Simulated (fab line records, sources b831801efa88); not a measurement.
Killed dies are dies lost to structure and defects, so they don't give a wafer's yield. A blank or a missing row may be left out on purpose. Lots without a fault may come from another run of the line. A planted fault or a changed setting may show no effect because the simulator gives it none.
A struck lot beside a sound one | flow sky130 | 17 steps out of a route of 708
Sound: wafers L280.3, L280.5, L280.6. Struck: wafer L284.3. (L284.2, L284.6 of the same lot were not struck and are left out.) The cause comes at the end.
At each step with rows: each side's tool, then ch and its chambers, then its first start. Under that, the readings that differ: sound wafers | struck wafers | difference of the means | sigmas: that difference in standard deviations of wafers without a fault.
alike: readings whose means differ by less than 2 such deviations, and words and numbers that are the same on both sides. not compared: withheld readings, readings that some wafer has no value for, bounds like >300 that may hide the same value, and numbers for which the record gives no deviation and whose values overlap.
The two part at a step that has a row with sigmas, a row that says differs or no value, or rows on one side only. Numbers that don't overlap but have no deviation are shown without sigmas and don't part them. A reading that every wafer of one side lacks parts them only if that side has two wafers or more.

first, 2 steps without rows for these wafers: SKY_CONTACT_PEB_12; SKY_CONTACT_DEVELOP_13 (develop time 60 s).
SKY_CONTACT_CD_MEAS_14: target cd 170 nm.
  sound on cd_sem-01, day 33 14:42; struck on cd_sem-01, day 34 20:41
  alike: cd_nm
SKY_CONTACT_OVL_MEAS_15:
  sound on overlay-01, day 33 14:47; struck on overlay-01, day 34 20:47
  reading          | sound   | struck | difference | sigmas
  CONTACT_OVL (nm) | 4 -1 -1 | -10    | -11        | -3
SKY_CONTACT_ETCH_16: etches BARC in N2/H2, stops on SiO2, time 45.9 s, target depth 60 nm.
  sound on rie_diel-04 ch 1,2,3, day 33 14:49; struck on rie_diel-04 ch 2, day 34 20:49
  alike: drypump_motor_current_A, oes_product_au, throttle_valve_pct
  not compared: rf_hours_counter_h
SKY_CONTACT_ETCH_17: etches SiO2 in C4F8/O2/Ar, stops on Si3N4, target depth 340 nm.
  sound on rie_diel-04 ch 1,2,3, day 33 14:52; struck on rie_diel-04 ch 2, day 34 20:52
  alike: oes_product_au
then, 1 step without rows for these wafers: SKY_CONTACT_ETCH_18 (etches Si3N4 in CHF3/O2, stops on TiN, time 39 s, target depth 75 nm).
SKY_CONTACT_STRIP_19: strips in O2/N2.
  sound on plasma_asher-03 ch 0,1, day 33 14:59; struck on plasma_asher-02 ch 0, day 34 20:58
  alike: drypump_motor_current_A, o2_flow_sccm, oes_product_au, strip_time_to_endpoint_s
  not compared: rf_hours_counter_h
then, 3 steps without rows for these wafers: SKY_CONTACT_STRIP_20 (strips in post etch residue remover, time 1200 s); SKY_CONTACT_CLEAN_21 (cleans in IPA, time 180 s); SKY_CONTACT_CLEAN_22 (cleans in O3/DIW).
SKY_CONTACT_SPUTTER_23: material TiN, target thk 20 nm, time 80 s.
  sound on pvd_sputter-04, day 33 15:36; struck on pvd_sputter-04, day 34 21:35
  alike: throttle_valve_pct
SKY_CONTACT_CVD_24: deposits W, target thk 340 nm, time 102.12 s.
  sound on cvd_w-01 ch 0,1, day 33 15:42; struck on cvd_w-01 ch 1, day 34 21:38
  reading                               | sound           | struck | difference | sigmas
  model.W_of_CONTACT_CVD_24.thk_nm (nm) | 347.2 349 339.1 | 448.7  | +103.6     |
  alike: heater_power_w
SKY_CONTACT_RS_MEAS_25: measures by four-point-probe.
  sound on film_metro-01, day 33 15:49; struck on film_metro-02, day 34 21:46
  reading               | sound             | struck | difference | sigmas
  CONTACT_W_RS (ohm/sq) | 0.331 0.329 0.340 | 0.257  | -0.076     | -18
SKY_CONTACT_THK_MEAS_26: measures by xrf.
  sound on film_metro-01, day 33 15:55; struck on film_metro-02, day 34 21:53
  reading            | sound       | struck | difference | sigmas
  CONTACT_W_THK (nm) | 339 338 328 | 428    | +93        | +15
SKY_CONTACT_CMP_27: polishes, stops on SiO2, t overpolish 15 s, target thk 0 nm.
  sound on cmp-01 ch 1,2,3, day 33 16:03; struck on cmp-01 ch 1, day 34 21:56
  reading                | sound    | struck | difference | sigmas
  time_to_endpoint_s (s) | 88 86 83 | 105    | +19        | +6
  alike: edge_zone_pressure_frac, motor_current_A
SKY_METAL1_SPUTTER_00: material Ti, target thk 15 nm, time 10 s.
  sound on pvd_sputter-01, day 33 16:15; struck on pvd_sputter-02, day 34 22:14
  alike: throttle_valve_pct

WHERE THEY PART
First at SKY_CONTACT_OVL_MEAS_15; last, within this record, at SKY_CONTACT_CMP_27. Later steps at which nothing parts them and some readings are alike: SKY_METAL1_SPUTTER_00.

WHY: what the simulator had put in
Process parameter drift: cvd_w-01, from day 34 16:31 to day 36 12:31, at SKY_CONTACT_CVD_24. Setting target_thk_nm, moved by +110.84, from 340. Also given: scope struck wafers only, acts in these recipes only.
